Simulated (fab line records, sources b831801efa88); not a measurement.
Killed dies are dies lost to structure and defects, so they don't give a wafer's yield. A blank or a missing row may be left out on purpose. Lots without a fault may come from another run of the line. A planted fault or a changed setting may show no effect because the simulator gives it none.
fab line records | flow sfq_line
record lots=6 wafers=18 last_day=80
route steps=325 shown I1@87 M2@88
lots that met no fault: from a run of the same line without faults
start_h: hours from the record's first day to the start of the lot's first wafer shown | wait_h: hours since the lot's step before | " the same as in the row above | L1.1+2: a row that stands for several wafers | - no value, or no start given | * or withheld: withheld | < > ~ a bound
route shown NAME@n: a module of which the file shows steps, and the number in the route of the first | usual: mean/standard deviation of fault-free wafers | same: alike in all rows | chamber/n: place in a boat | sites: the reading at each site | _std_site: their standard deviation | _edge_site: outer sites' mean less inner sites' | radius_mm: how far each site lies from the wafer's centre | mask NAME#n: copy n | behind: the tool/chamber that last shaped the wafer | hold: why the lot was held/for how many hours/how that ended | device: the transistor (n, p or np) that didn't switch | end of line: the same wafers' tests at the end of the route | a step without rows: its recipe alone | killed: dies lost to structure and defects at the first sort, not the wafer's yield | map: a wafer's dies, x killed, . not, _ none there
set.NAME: the setting as run; set.NAME@STEP: as run at that earlier step | model.NAME: the simulator's own value behind a step, which no gauge read
lots at some steps of the route; a table a step, a row a wafer
services: from which hour (start_h, from the record's first day; less than 0 if before it) a tool's chamber was out of use, for how many hours, and why
## steps
# step SFQ_TRILAYER_I1_VIA_STRIP_SOLV_CLEAN_054
# recipe chemistry=NMP temp_c=70 time_s=600
# step SFQ_TRILAYER_M2_DEP_PRE_CLEAN_056
# recipe gas=Ar time_s=22.5 bias_v=250
# step SFQ_TRILAYER_M2_DEP_SPUTTER_055
# recipe material=Nb base_pressure_pa=1.33e-06 chamber_pressure_pa=0.1333 substrate_temp_c=20 resputter_cathode_voltage_v=400 target_thk_nm=200 power_w=2000 time_s=133.3
# usual substrate_temp_c=19.99/0.1 throttle_valve_pct=30.7/1.1
# columns lot.wafer tool chamber start_h wait_h substrate_temp_c throttle_valve_pct
L384.1 pvd_sputter-04 - 389.20 0.0 20.01 30.7
L384.5 " - " " 19.97 30.4
L384.6 " - " " 19.88 33.0
L389.1 pvd_sputter-04 - 427.95 0.0 20.10 30.8
L389.4 " - " " 19.86 33.1
L389.5 " - " " 19.86 33.1
L390.1 pvd_sputter-06 - 497.24 0.0 19.99 32.0
L390.2 " - " " 20.04 30.8
L390.4 " - " " 20.13 29.1
L392.1 pvd_sputter-06 - 511.42 0.0 20.06 32.4
L392.2 " - " " 20.03 30.6
L392.3 " - " " 20.06 29.9
L398.1 pvd_sputter-04 - 563.02 0.0 19.98 30.3
L398.3 " - " " 20.02 30.4
L398.5 " - " " 19.86 30.6
L399.1 pvd_sputter-04 - 567.82 0.0 19.87 33.3
L399.2 " - " " 19.88 30.7
L399.5 " - " " 20.05 30.4
# step SFQ_M2_RS_MEAS_914
# recipe thk_meas_gauge=four-point-probe reads=Nb_of_TRILAYER_M2_DEP_SPUTTER_055
# usual M2_NB_RS=0.890/0.0068
# columns lot.wafer tool chamber start_h wait_h M2_NB_RS[ohm/sq]
L384.1 film_metro-04 - 389.29 0.0 0.886
L384.5 " - " " 0.885
L384.6 " - " " 0.885
L389.1 film_metro-04 - 428.04 0.0 0.890
L389.4 " - " " 0.894
L389.5 " - " " 0.889
L390.1 film_metro-02 - 497.33 0.0 0.879
L390.2 " - " " 0.879
L390.4 " - " " 0.882
L392.1 film_metro-04 - 511.51 0.0 0.887
L392.2 " - " " 0.889
L392.3 " - " " 0.882
L398.1 film_metro-04 - 563.11 0.0 0.880
L398.3 " - " " 0.878
L398.5 " - " " 0.883
L399.1 film_metro-04 - 567.91 0.0 0.878
L399.2 " - " " 0.882
L399.5 " - " " 0.882
# step SFQ_TRILAYER_M2_LITHO_COAT_062
# recipe resist=BARC spin_rpm=3000 resist_thk_nm=62
# step SFQ_TRILAYER_M2_LITHO_COAT_057
# recipe resist=KrF spin_rpm=3000 resist_thk_nm=600
# step SFQ_TRILAYER_M2_LITHO_SOFTBAKE_061
# recipe temp_c=withheld time_s=withheld resist=KrF
# step SFQ_TRILAYER_M2_LITHO_EXPOSE_058
# recipe mask_id=M2 na=0.6 source_shape=conventional sigma_outer=0.65 target_cd_nm=500 dose_mj=14.4
# step SFQ_TRILAYER_M2_LITHO_PEB_060
# recipe peb_temp_c=115 peb_time_s=60 resist=KrF
# step SFQ_TRILAYER_M2_LITHO_DEVELOP_059
# recipe time_s=60 resist=KrF
# step SFQ_M2_OVL_MEAS_916
# usual M2_OVL=-4/5.8
# columns lot.wafer tool chamber start_h wait_h M2_OVL[nm]
L384.1 overlay-01 - 482.79 0.1 3
L384.5 " - " " 3
L384.6 " - " " 1
L389.1 overlay-01 - 522.39 0.1 -1
L389.4 " - " " -8
L389.5 " - " " 5
L390.1 overlay-02 - 557.62 0.1 -17
L390.2 " - " " -14
L390.4 " - " " -9
L392.1 overlay-01 - 569.72 0.1 1
L392.2 " - " " -4
L392.3 " - " " -4
L398.1 overlay-02 - 618.20 0.1 0
L398.3 " - " " 4
L398.5 " - " " -1
L399.1 overlay-02 - 625.40 0.1 -2
L399.2 " - " " -9
L399.5 " - " " -2
# step SFQ_TRILAYER_M2_BARC_OPEN_METAL_ETCH_077
# recipe mask_material=PR chemistry=O2 target_depth_nm=125 target=BARC icp_w=616.4 bias_w=80 pressure_mtorr=10 time_s=41.7
# usual drypump_motor_current_A=5.7/0.42 oes_product_au=0.686/0.004 run_length_s=70.0/0.52
# columns lot.wafer tool chamber start_h wait_h drypump_motor_current_A oes_product_au rf_hours_counter_h run_length_s
L384.1 rie_metal-01 1 482.83 0.0 5.5 0.687 1 70.0
L384.5 " 0 " " 5.9 0.690 - 69.3
L384.6 " 1 " " 5.4 0.681 - 70.1
L389.1 rie_metal-04 1 522.43 0.0 5.6 0.704 48 68.5
L389.4 " 1 " " 5.6 0.710 - 68.6
L389.5 " 1 " " 5.6 0.709 - 68.7
L390.1 rie_metal-04 0 557.65 0.0 6.1 0.708 90 68.0
L390.2 " 1 " " 5.7 0.712 55 68.6
L390.4 " 0 " " 6.1 0.708 - 67.7
L392.1 rie_metal-02 0 569.75 0.0 4.7 0.684 62 69.8
L392.2 " 1 " " 5.4 0.681 44 70.4
L392.3 " 0 " " 4.7 0.685 - 69.7
L398.1 rie_metal-04 0 618.24 0.0 6.1 0.684 102 69.9
L398.3 " 0 " " 6.2 0.684 - 69.6
L398.5 " 0 " " 6.1 0.686 - 69.6
L399.1 rie_metal-04 1 625.44 0.0 5.6 0.680 68 70.7
L399.2 " 0 " " 6.1 0.685 104 69.8
L399.5 " 1 " " 5.6 0.681 - 70.6
# step SFQ_TRILAYER_M2_ETCH_METAL_ETCH_060
# recipe target=Nb stop_on=SiO2 mask_material=PR chemistry=Cl2/Ar target_depth_nm=240 icp_w=600 bias_w=80 pressure_mtorr=10 time_s=120
# usual drypump_motor_current_A=5.7/0.42 oes_product_au=0.894/0.0059 run_length_s=148.3/0.55
# columns lot.wafer tool chamber start_h wait_h drypump_motor_current_A oes_product_au rf_hours_counter_h run_length_s
L384.1 rie_metal-01 1 482.89 0.0 5.5 0.899 1 148.6
L384.5 " 0 " " 5.9 0.897 - 148.1
L384.6 " 1 " " 5.5 0.893 - 148.2
L389.1 rie_metal-04 1 522.49 0.0 5.6 0.900 48 149.0
L389.4 " 1 " " 5.6 0.887 - 149.2
L389.5 " 1 " " 5.6 0.883 - 149.1
L390.1 rie_metal-04 0 557.71 0.0 6.1 0.904 90 148.2
L390.2 " 1 " " 5.6 0.894 55 149.2
L390.4 " 0 " " 6.1 0.897 - 147.7
L392.1 rie_metal-02 0 569.81 0.0 4.7 0.888 62 147.5
L392.2 " 1 " " 5.4 0.890 44 148.2
L392.3 " 0 " " 4.7 0.903 - 148.0
L398.1 rie_metal-04 0 618.30 0.0 6.1 0.905 102 148.1
L398.3 " 0 " " 6.1 0.906 - 147.7
L398.5 " 0 " " 6.1 0.895 - 148.1
L399.1 rie_metal-04 1 625.50 0.0 5.7 0.902 68 149.4
L399.2 " 0 " " 6.1 0.898 104 147.8
L399.5 " 1 " " 5.7 0.902 - 148.9
## services
# columns tool chamber start_h hours kind
pvd_sputter-04 - 369.46 11.1 repair
rie_metal-01 - 415.52 14.6 pm
pvd_sputter-06 - 415.99 4.9 repair
rie_metal-02 - 428.97 1.4 pm
rie_metal-01 1 446.52 - clean
rie_metal-01 1 446.52 29.4 scheduled_down
rie_metal-01 1 446.52 29.4 vent_cycle
rie_metal-02 - 473.13 0.7 repair
rie_metal-02 1 488.01 18.6 repair
rie_metal-02 1 508.26 26.4 repair
rie_metal-01 1 511.03 7.9 repair
pvd_sputter-04 - 532.70 3.6 repair
rie_metal-04 - 552.34 2.8 pm
pvd_sputter-06 - 580.07 26.1 repair
rie_metal-02 - 582.54 28.1 pm
rie_metal-01 1 602.00 9.6 repair
rie_metal-01 1 622.33 3.8 repair
## key
first_sign step=SFQ_TRILAYER_M2_BARC_OPEN_METAL_ETCH_077 reading=oes_product_au direction=up sigmas=5.8 usual=0.686 struck=0.708
effect step=SFQ_TRILAYER_M2_BARC_OPEN_METAL_ETCH_077 reading=run_length_s direction=down sigmas=3.2 usual=* struck=*
met_at SFQ_TRILAYER_M2_BARC_OPEN_METAL_ETCH_077
struck_wafers L389.1,L389.4,L389.5,L390.1,L390.2,L390.4
fault kind=process_parameter_drift tool=rie_metal-04 chamber=- onset_h=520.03 steps=SFQ_TRILAYER_M2_BARC_OPEN_METAL_ETCH_077 channel=time_s offset=* shape=step end_h=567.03 acts_in=* stated=*
